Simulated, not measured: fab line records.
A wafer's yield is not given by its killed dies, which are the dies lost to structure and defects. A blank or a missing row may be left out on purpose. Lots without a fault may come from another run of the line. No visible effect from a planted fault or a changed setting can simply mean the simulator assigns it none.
Comparing a struck lot with a sound one -- flow sky130 -- 14 steps out of a route of 708
Sound: wafers L772.1, L772.2, L772.6. The struck wafers were L784.1, L784.5, L784.6. The cause is given at the end.
Each step with rows lists, per side, the tool, then ch with its chambers, then its first start. Under that, the readings that differ: sound wafers -- struck wafers -- difference of the means -- sigmas: that difference in standard deviations of wafers without a fault.
alike: readings with means less than 2 such deviations apart, plus words and numbers identical on both sides. not compared: withheld readings, readings lacking a value on some wafer, bounds such as >300 that could conceal the same value, and numbers that have no deviation in the record and whose values overlap.
Wherever a step has rows on one side only, a row that says differs or no value, or a row with sigmas, the two part there. Numbers that have no deviation but don't overlap get no sigmas and don't part them. Lack of a reading on every wafer of one side parts them only where that side has two or more wafers.

SKY_SD_N_RS_MEAS_18: uses a four-point probe to measure.
  struck on film metro-02, day 35 01:01; sound on film metro-01, day 31 03:17
  alike: RES_XHIGH_RS
then, 2 steps without rows for these wafers: SKY_SALICIDE_CLEAN_00 (cleans in HF-last, time 30 s); SKY_LI_CONTACT_HDPCVD_00 (deposits PSG, target thk 930 nm, time 155 s).
SKY_LI_CONTACT_THK_MEAS_01:
  struck on film metro-04, day 35 01:16; sound on film metro-04, day 31 03:31
  alike: LI_CONTACT_HDPCVD_THK
SKY_LI_CONTACT_CMP_02: polishes PSG.
  sound on cmp-01 ch 0,3, day 31 03:38; struck on cmp-02 ch 1,2, day 35 01:22
reading,sound,struck,difference,sigmas
time to endpoint s (s),33.4 35.4 39.7,32.1 25.4 32.8,-6.1,-2
  alike: edge zone pressure frac, motor current A
SKY_LI_CONTACT_BOW_MEAS_03:
  struck on film metro-02, day 35 01:37; sound on film metro-01, day 31 03:53
  alike: LI_CONTACT_BOW
then, 6 steps without rows for these wafers: SKY_LI_CONTACT_DEHYDRATE_04 (time 60 s); SKY_LI_CONTACT_HMDS_05 (prime time 60 s); SKY_LI_CONTACT_COAT_06 (resist thk 60 nm); SKY_LI_CONTACT_COAT_07 (resist thk 450 nm); SKY_LI_CONTACT_SOFTBAKE_08 (time 90 s); SKY_LI_CONTACT_EXPOSE_09 (exposes mask LICM1, target cd 170 nm).
SKY_LI_CONTACT_PEB_10:
  sound on litho track-03 ch 0, day 32 06:00; struck on litho track-01, day 36 03:00
reading,sound,struck,difference,sigmas
exhaust pa (Pa),46.2 44.7 44.6,- - -,no value on the struck wafers,
  not compared: chill plate temp C, resist line temp C
then, 1 step without rows for these wafers: SKY_LI_CONTACT_DEVELOP_11 (develop time 60 s).

== WHERE THEY PART ==
First at SKY_LI_CONTACT_CMP_02; last, within this record, at SKY_LI_CONTACT_PEB_10.

WHY: what had been put in by the simulator
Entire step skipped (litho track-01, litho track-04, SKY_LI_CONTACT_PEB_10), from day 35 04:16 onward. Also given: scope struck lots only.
